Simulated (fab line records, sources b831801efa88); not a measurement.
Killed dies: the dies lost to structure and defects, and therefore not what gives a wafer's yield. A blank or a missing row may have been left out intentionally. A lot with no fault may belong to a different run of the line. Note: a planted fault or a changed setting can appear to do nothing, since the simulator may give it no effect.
Chamber matching :: flow gf180mcu :: 4 sister chambers for GF_V1_CMP_04 on cmp-02
The step polishes SiO2. 8 wafers are shown with their chamber, then 6 later ones without.

== EACH WAFER AND ITS CHAMBER ==
wafer: L976.2
chamber: 0
motorCurrentA (A): 12.1
timeToEndpointS (s): 90

wafer: L976.4
chamber: 1
motorCurrentA (A): 12.8
timeToEndpointS (s): 84

wafer: L978.6
chamber: 2
motorCurrentA (A): 10.8
timeToEndpointS (s): 80

wafer: L980.2
chamber: 3
motorCurrentA (A): 13.5
timeToEndpointS (s): 68

wafer: L980.4
chamber: 0
motorCurrentA (A): 11.7
timeToEndpointS (s): 88

wafer: L980.6
chamber: 1
motorCurrentA (A): 13.3
timeToEndpointS (s): 79

wafer: L986.2
chamber: 2
motorCurrentA (A): 10.3
timeToEndpointS (s): 71

wafer: L986.4
chamber: 3
motorCurrentA (A): 13.5
timeToEndpointS (s): 82

== WAFERS WHOSE CHAMBER IS MISSING ==
wafer: L995.1
motorCurrentA (A): 13.7
timeToEndpointS (s): 74

wafer: L995.2
motorCurrentA (A): 14.0
timeToEndpointS (s): 86

wafer: L995.4
motorCurrentA (A): 12.3
timeToEndpointS (s): 88

wafer: L996.1
motorCurrentA (A): 11.6
timeToEndpointS (s): 84

wafer: L996.2
motorCurrentA (A): 11.0
timeToEndpointS (s): 72

wafer: L996.6
motorCurrentA (A): 10.4
timeToEndpointS (s): 85

== EACH ONE'S CHAMBER ==
wafer: L995.1
from the rows above: can't be placed: 3 or 1
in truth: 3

wafer: L995.2
from the rows above: can't be placed: 3 or 1
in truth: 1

wafer: L995.4
from the rows above: can't be placed: 0 or 1
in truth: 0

wafer: L996.1
from the rows above: 0
in truth: 0

wafer: L996.2
from the rows above: 2
in truth: 2

wafer: L996.6
from the rows above: 2
in truth: 2
Correctly placed: 3 of 6. Cannot be placed on the basis of these rows: 3; the candidates contain the true chamber in 3. Placed wrongly: 0.
How it was worked out, from the rows above alone: a wafer's distance from a chamber is the root of the sum, over the readings, of the square of ((its reading less the chamber's mean) divided by the reading's scatter). The wafer belongs to the nearest chamber; if the next one is less than 2 further off, it can't be placed. A chamber's mean is the mean of its shown wafers. The scatter: the root of (the sum of the squares of (reading less its chamber's mean) over the shown wafers, divided by (wafers less chambers)).
